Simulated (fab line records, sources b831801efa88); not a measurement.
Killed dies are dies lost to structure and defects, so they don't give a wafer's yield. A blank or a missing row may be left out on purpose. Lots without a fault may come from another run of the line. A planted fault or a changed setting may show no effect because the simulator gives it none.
Which tool did it? | flow gf180mcu | 13 lots, 39 wafers sampled, at 4 steps of a route of 602

WHAT THE GAUGES READ, wafer by wafer
GF_SALICIDE_RS_MEAS_04: measures by four-point-probe. Usual: SALICIDE_TIN_RS 16.4 ohm/sq, standard deviation 0.32.
lot  | measured     | on            | SALICIDE_TIN_RS (ohm/sq) | flag
L460 | day 15 02:08 | film_metro-04 | 16.0 16.2 16.5           |
L461 | day 15 07:19 | film_metro-04 | 16.5 16.5 16.5           |
L462 | day 15 22:54 | film_metro-03 | 16.1 15.8 16.0           |
L464 | day 16 14:16 | film_metro-01 | 16.6 16.2 16.7           |
L465 | day 16 18:40 | film_metro-04 | 16.5 16.8 16.9           |
L467 | day 17 16:32 | film_metro-03 | 16.7 15.9 16.0           |
L468 | day 18 01:55 | film_metro-01 | 16.2 16.7 16.6           |
L470 | day 18 21:29 | film_metro-04 | 16.0 16.2 15.9           |
L473 | day 19 20:38 | film_metro-04 | 17.9 17.7 18.2           | OFF
L475 | day 20 23:28 | film_metro-01 | 17.7 17.6 17.7           | OFF
L480 | day 22 07:21 | film_metro-04 | 16.7 16.2 16.2           |
L481 | day 22 12:10 | film_metro-04 | 16.2 16.2 16.1           |
L483 | day 23 08:31 | film_metro-04 | 16.4 16.2 16.3           |

GF_V3_THK_MEAS_25: measures by xrf. Usual: V3_W_THK 352 nm, standard deviation 4.8.
lot  | measured     | on            | V3_W_THK (nm) | flag
L460 | day 22 09:08 | film_metro-02 | 351 345 347   |
L461 | day 22 11:42 | film_metro-02 | 353 355 349   |
L462 | day 23 07:49 | film_metro-04 | 355 355 350   |
L464 | day 24 01:01 | film_metro-04 | 363 361 360   |
L465 | day 24 02:50 | film_metro-02 | 354 349 352   |
L467 | day 25 03:25 | film_metro-04 | 354 346 359   |
L468 | day 25 07:34 | film_metro-03 | 341 348 348   |
L470 | day 26 03:44 | film_metro-03 | 344 341 346   |
L473 | day 27 01:14 | film_metro-02 | 356 354 356   |
L475 | day 27 21:15 | film_metro-02 | 354 356 351   |
L480 | day 29 00:52 | film_metro-03 | 354 355 351   |
L481 | day 29 04:52 | film_metro-02 | 353 354 349   |
L483 | day 29 20:48 | film_metro-03 | 356 359 355   |

WHICH TOOL RAN EACH LOT (tool, then ch and the chambers of the sampled wafers, then the start)
lot  | GF_SALICIDE_SPUTTER_02       | GF_V2_CMP_04
L460 | pvd_sputter-02, day 15 02:04 | cmp-02 ch 0,1,2, day 19 04:57
L461 | pvd_sputter-03, day 15 07:16 | cmp-01 ch 0,2, day 19 10:26
L462 | pvd_sputter-04, day 15 22:51 | cmp-02 ch 0,2,3, day 20 03:46
L464 | pvd_sputter-02, day 16 14:10 | cmp-01 ch 0,1,3, day 20 23:43
L465 | pvd_sputter-04, day 16 18:37 | cmp-02 ch 0,1, day 21 01:10
L467 | pvd_sputter-04, day 17 16:28 | cmp-01 ch 1,3, day 22 02:11
L468 | pvd_sputter-03, day 18 01:52 | cmp-02 ch 0,1, day 22 07:28
L470 | pvd_sputter-03, day 18 21:24 | cmp-02 ch 1,2,3, day 23 04:17
L473 | pvd_sputter-02, day 19 20:33 | cmp-01 ch 1,2, day 24 04:34
L475 | pvd_sputter-02, day 20 23:25 | cmp-02 ch 2,3, day 25 01:53
L480 | pvd_sputter-03, day 22 07:17 | cmp-02 ch 1,2,3, day 26 07:55
L481 | pvd_sputter-03, day 22 12:06 | cmp-01 ch 1,2,3, day 26 11:34
L483 | pvd_sputter-02, day 23 08:24 | cmp-01 ch 2,3, day 27 04:46
- GF_SALICIDE_SPUTTER_02: material Co, target thk 10 nm, time 20 s.
- GF_V2_CMP_04: polishes SiO2.

WHAT THE TOOLS THEMSELVES READ (means of the sampled wafers that have a number; where no wafer has one, the mark that the record gives instead)
GF_SALICIDE_SPUTTER_02. Usual: throttle_valve_pct 30.3 %, standard deviation 0.71.
lot  | tool           | throttle_valve_pct (%) | flag
L460 | pvd_sputter-02 | 30.1                   |
L461 | pvd_sputter-03 | 29.9                   |
L462 | pvd_sputter-04 | 30.5                   |
L464 | pvd_sputter-02 | 30.9                   |
L465 | pvd_sputter-04 | 30.2                   |
L467 | pvd_sputter-04 | 30.1                   |
L468 | pvd_sputter-03 | 30.2                   |
L470 | pvd_sputter-03 | 30.2                   |
L473 | pvd_sputter-02 | 30.7                   |
L475 | pvd_sputter-02 | 31.1                   |
L480 | pvd_sputter-03 | 30.2                   |
L481 | pvd_sputter-03 | 29.6                   |
L483 | pvd_sputter-02 | 30.3                   |

GF_V2_CMP_04. Usual: motor_current_A 11.8 A, standard deviation 1.8; slurry_filter_dp_kPa 13.49 kPa, standard deviation 0.15; slurry_flow_ml_min 150.0, standard deviation 0.48; time_to_endpoint_s 79 s, standard deviation 5.
lot  | tool   | motor_current_A (A) | slurry_filter_dp_kPa (kPa) | slurry_flow_ml_min | time_to_endpoint_s (s) | flag
L460 | cmp-02 | 11.8                | 13.47                      | 149.9              | 83                     |
L461 | cmp-01 | 12.9                | 13.36                      | 150.2              | 77                     |
L462 | cmp-02 | 12.4                | 13.46                      | 150.0              | 79                     |
L464 | cmp-01 | 12.0                | 13.60                      | 150.1              | 77                     |
L465 | cmp-02 | 10.5                | 13.50                      | 150.0              | 80                     |
L467 | cmp-01 | 11.4                | 13.56                      | 150.3              | 72                     |
L468 | cmp-02 | 12.9                | 13.42                      | 149.6              | 70                     |
L470 | cmp-02 | 10.6                | 13.50                      | 150.2              | 81                     |
L473 | cmp-01 | 12.4                | 13.49                      | 149.8              | 83                     |
L475 | cmp-02 | 10.8                | 13.46                      | 149.7              | 79                     |
L480 | cmp-02 | 10.1                | 13.37                      | 149.4              | 80                     |
L481 | cmp-01 | 12.1                | 13.50                      | 150.2              | 77                     |
L483 | cmp-01 | 12.1                | 13.58                      | 150.5              | 85                     |

THE ANSWER, worked out from the rows above alone
Rule: a lot is off if the mean of its wafers that have a number lies more than 3 standard deviations from the usual mean. A lot without any number at a reading at which 4 lots or more have one is off too. The other lots that the step has rows for count as sound. The gauges are gone through in route order, then the tools' own readings, and for those a lot's mean is taken as printed above. The first step at which some lot is off is used, and at that step the reading that is off furthest; a lot without a number counts as furthest.
Off: L473, L475, at GF_SALICIDE_RS_MEAS_04 (SALICIDE_TIN_RS).
A tool fits if, at a process step before that reading, it ran every lot that is off, and no sound lot after the first of them. The gauges at GF_SALICIDE_RS_MEAS_04 are tried like those tools. None of those tried fits.

WHAT THE SIMULATOR HAD PUT IN
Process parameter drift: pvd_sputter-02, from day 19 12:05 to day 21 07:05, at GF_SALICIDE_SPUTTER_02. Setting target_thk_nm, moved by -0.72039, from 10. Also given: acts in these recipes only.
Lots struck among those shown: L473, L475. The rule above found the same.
